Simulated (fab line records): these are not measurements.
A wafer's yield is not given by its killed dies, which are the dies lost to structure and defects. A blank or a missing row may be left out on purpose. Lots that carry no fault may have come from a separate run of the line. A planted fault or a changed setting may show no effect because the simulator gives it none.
Which tool did it? ; flow gf180mcu ; route of 602 steps, sampled at 1 step: 13 lots, 39 wafers

== WHAT THE GAUGES SHOWED, per wafer ==
GF_MIM_THK_MEAS_11: measures by xrf. Usual: MIM_ALCU_THK gives 199.9 nm (standard deviation 2.4).
lot;measured;on;MIM_ALCU_THK (nm);flag
L227;day 24 07:21;film-metro-04;198.4 197.7 200.9;
L228;day 24 20:25;film-metro-04;202.0 200.3 201.4;
L230;day 25 09:26;film-metro-03;201.7 201.7 200.8;
L231;day 25 17:19;film-metro-02;201.8 201.6 204.6;
L232;day 26 00:38;film-metro-04;198.1 199.1 199.0;
L233;day 26 15:01;film-metro-03;198.7 199.4 198.3;
L235;day 27 03:36;film-metro-03;201.2 197.3 199.1;
L236;day 27 07:58;film-metro-02;200.8 200.3 201.0;
L238;day 28 00:28;film-metro-03;197.0 199.4 199.9;
L245;day 30 06:35;film-metro-02;197.6 201.7 199.0;
L246;day 30 12:53;film-metro-04;198.3 197.8 196.3;
L247;day 30 17:17;film-metro-04;202.7 200.6 204.9;
L250;day 31 13:11;film-metro-03;198.1 200.1 199.5;

== WHAT TOOL EACH LOT RAN ON (gives the tool, then ch and the chambers of the sampled wafers, and finally the start) ==
There is no process step in the record ahead of these readings.

== AS READ BY THE TOOLS THEMSELVES (means over the sampled wafers that have a number; for cases with no such wafer, the mark the record gives instead) ==
The record holds no such reading with a usual standard deviation.

== THE ANSWER, worked out from the rows above alone ==
Rule: take the mean of a lot's wafers that have a number; if it is more than 3 standard deviations from the usual mean, the lot is off. A lot without any number at a reading at which 4 lots or more have one is off too. The other lots that the step has rows for count as sound. First the gauges in route order, then the tools' own readings, where a lot's mean is used as printed above. The first step at which some lot is off is used, and at that step the reading that is off furthest; a lot without a number counts as furthest.
Across all readings shown, no lot is off: no conclusion can be drawn from this.

== WHAT WAS PUT IN BY THE SIMULATOR ==
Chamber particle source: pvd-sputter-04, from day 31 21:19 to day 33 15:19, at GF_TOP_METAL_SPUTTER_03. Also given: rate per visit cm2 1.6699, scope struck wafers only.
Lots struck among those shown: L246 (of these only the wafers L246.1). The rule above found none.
